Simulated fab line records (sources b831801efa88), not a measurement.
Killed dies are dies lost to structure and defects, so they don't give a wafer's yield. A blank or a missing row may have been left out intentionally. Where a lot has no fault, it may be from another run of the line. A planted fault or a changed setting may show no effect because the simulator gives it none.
What tool caused it? ; flow gf180mcu ; 33 wafers from 11 lots sampled at 4 of the route's 602 steps

## WHAT THE GAUGES SHOWED, per wafer
GF_MVPSD_TW_MEAS_11.
lot;measured;on;MVPSD_TW
L475;day 4 14:56;film metro-04;559 557 560
L478;day 5 09:17;film metro-04;554 552 553
L480;day 7 11:29;film metro-02;548 547 552
L483;day 7 16:47;film metro-02;552 549 550
L484;day 7 16:43;film metro-04;555 558 558
L487;day 8 02:17;film metro-04;560 557 560
L489;day 8 19:10;film metro-02;547 549 547
L490;day 8 23:50;film metro-02;545 547 548
L493;day 9 19:50;film metro-03;609 610 607
L494;day 10 00:29;film metro-04;601 605 605
L496;day 10 21:53;film metro-02;593 593 590

## WHICH TOOL RAN EACH LOT (tool, then ch and the chambers of the sampled wafers, then the start)
lot;GF_STI_CMP_25;GF_NWELL_STRIP_10;GF_MVPSD_IMPLANT_08
L475;cmp-01 ch 0,2,3, day 2 08:53;plasma asher-03 ch 0,1, day 3 12:08;implanter-03 ch 0, day 4 14:32
L478;cmp-02 ch 2,3, day 3 01:05;plasma asher-02 ch 0, day 4 00:50;implanter-04 ch 0, day 5 08:54
L480;cmp-01 ch 1,2,3, day 4 04:35;plasma asher-03 ch 0,1, day 5 13:17;implanter-02 ch 0, day 7 11:06
L483;cmp-01 ch 0,1,3, day 4 08:29;plasma asher-03 ch 0,1, day 5 17:44;implanter-04 ch 0, day 7 16:23
L484;cmp-02 ch 0,1,3, day 4 08:37;plasma asher-02 ch 0,1, day 5 17:22;implanter-02 ch 0, day 7 16:18
L487;cmp-02 ch 1,3, day 4 20:59;plasma asher-03 ch 0,1, day 6 03:49;implanter-03 ch 0, day 8 01:53
L489;cmp-02 ch 0,2,3, day 5 10:04;plasma asher-02 ch 0,1, day 6 18:34;implanter-04 ch 0, day 8 18:45
L490;cmp-01 ch 0,1,2, day 5 13:55;plasma asher-02 ch 0,1, day 6 23:14;implanter-04 ch 0, day 8 23:26
L493;cmp-01 ch 1,2, day 6 06:04;plasma asher-01 ch 0,1, day 7 16:10;implanter-04 ch 0, day 9 19:27
L494;cmp-02 ch 0,2,3, day 6 09:59;plasma asher-02 ch 0,1, day 7 19:32;implanter-04 ch 0, day 10 00:05
L496;cmp-02 ch 0,1,3, day 7 01:17;plasma asher-02 ch 0,1, day 8 15:31;implanter-04 ch 0, day 10 21:30
- GF_STI_CMP_25: polishes, stops on Si3N4, t overpolish 33 s, target thk 524.6 nm.
- GF_NWELL_STRIP_10: strips in O2/N2.
- GF_MVPSD_IMPLANT_08

## THE ANSWER, worked out from the rows above alone
Rule: the lots themselves supply what counts as usual. The widest of any qualifying gaps counts: lots, ordered by their means at a reading, are off when they make up no more than a third of the lots, leave a main group of 4 or more, and stand apart from it by 3 or more times the standard deviation of that group's means. If all means in a main group match to the digits the tables above print for the reading, that group is not used. Also off: a lot with no number at a reading for which 4 or more lots have one. The other lots that the step has rows for count as sound.
Off: at GF_MVPSD_TW_MEAS_11 (MVPSD_TW), L493, L494, L496. For the main group the mean is 553 and the standard deviation 4.7.
If a tool, at a process step before that reading, ran all the lots that are off and no sound lot after the first of them, it fits. The gauges at GF_MVPSD_TW_MEAS_11 are tried like those tools. One candidate fits, namely implanter-04 at GF_MVPSD_IMPLANT_08. Its last sound lot is L490 (day 8 23:26), its first lot that is off L493 (day 9 19:27): a fault that began between those two fits.

## WHAT THE SIMULATOR PUT IN
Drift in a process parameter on implanter-04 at GF_MVPSD_IMPLANT_08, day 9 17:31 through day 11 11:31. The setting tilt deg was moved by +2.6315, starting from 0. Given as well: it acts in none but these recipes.
Shown lots that were struck: L493, L494, L496. This agrees with what the rule above found.
